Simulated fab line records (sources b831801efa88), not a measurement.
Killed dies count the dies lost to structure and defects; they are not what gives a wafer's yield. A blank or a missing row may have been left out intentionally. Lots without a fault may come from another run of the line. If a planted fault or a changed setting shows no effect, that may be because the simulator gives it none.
Matching of chambers    flow gf180mcu    4 sister chambers for GF_CONTACT_CMP_27 on cmp-01
The step polishes, stops on SiO2, t overpolish 15 s, target thk 0 nm. 18 wafers are shown with their chamber, then 9 later ones without.

WAFERS PAIRED WITH THEIR CHAMBERS
wafer   chamber  time to endpoint s (s)  motor current A (A)  edge zone pressure frac
L252.1  0        70.1                    12.0                 1.003
L252.2  2        75.5                    12.1                 0.998
L252.4  1        72.0                    13.6                 0.990
L253.1  1        77.3                    13.5                 1.004
L253.3  2        77.4                    12.0                 1.001
L253.5  0        74.3                    12.6                 1.003
L254.2  2        72.9                    12.7                 0.994
L254.4  3        66.8                    12.3                 1.007
L254.5  0        70.3                    12.6                 1.009
L264.2  0        73.7                    12.6                 1.000
L264.3  1        79.3                    13.2                 0.998
L264.5  1        79.0                    13.7                 0.996
L265.1  1        80.3                    13.3                 0.999
L265.2  0        74.3                    11.7                 0.999
L265.3  2        79.9                    11.5                 1.001
L268.1  1        79.1                    14.1                 0.992
L268.4  2        77.9                    11.7                 0.995
L268.5  2        76.4                    12.0                 1.001

SIGNATURES (means of the wafers above)
reading                  chamber 0  chamber 1  chamber 2  chamber 3  scatter within a chamber
time to endpoint s       72.540     77.833     76.667     66.800     2.57
motor current A          12.300     13.567     12.000     12.300     0.385
edge zone pressure frac  1.00280    0.99650    0.99833    1.00700    0.00414
Rule: for a wafer and a chamber, the distance is found by dividing, reading by reading, the gap between the wafer's reading and the chamber's mean by the reading's scatter, squaring, summing and taking the root. The wafer belongs to the nearest chamber; if the next one is less than 2 further off, it can't be placed. The scatter: the root of (the sum of the squares of (reading less its chamber's mean) over the shown wafers, divided by (wafers less chambers)).

WAFERS WITHOUT THEIR CHAMBER
wafer   time to endpoint s (s)  motor current A (A)  edge zone pressure frac
L272.3  75.3                    13.6                 1.008
L272.4  72.1                    12.6                 1.004
L272.6  73.6                    12.1                 1.011
L273.2  75.9                    11.6                 0.997
L273.4  70.0                    12.1                 1.001
L273.6  74.7                    13.9                 0.998
L274.2  71.0                    12.4                 1.000
L274.5  68.0                    11.8                 1.007
L274.6  75.5                    11.4                 1.002

THE CHAMBER EACH PASSED THROUGH
wafer   from the rows above                in truth
L272.3  can't be placed: 1 or 0 or 3 or 2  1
L272.4  can't be placed: 0 or 3 or 2       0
L272.6  can't be placed: 0 or 3 or 2       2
L273.2  can't be placed: 2 or 0            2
L273.4  can't be placed: 0 or 3 or 2       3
L273.6  1                                  1
L274.2  can't be placed: 0 or 3 or 2       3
L274.5  can't be placed: 3 or 0            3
L274.6  can't be placed: 2 or 0            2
Correctly placed: 1 of 9. Unplaceable from these rows: 8, with the true chamber sitting among the candidates in 8. 0 placed wrongly.
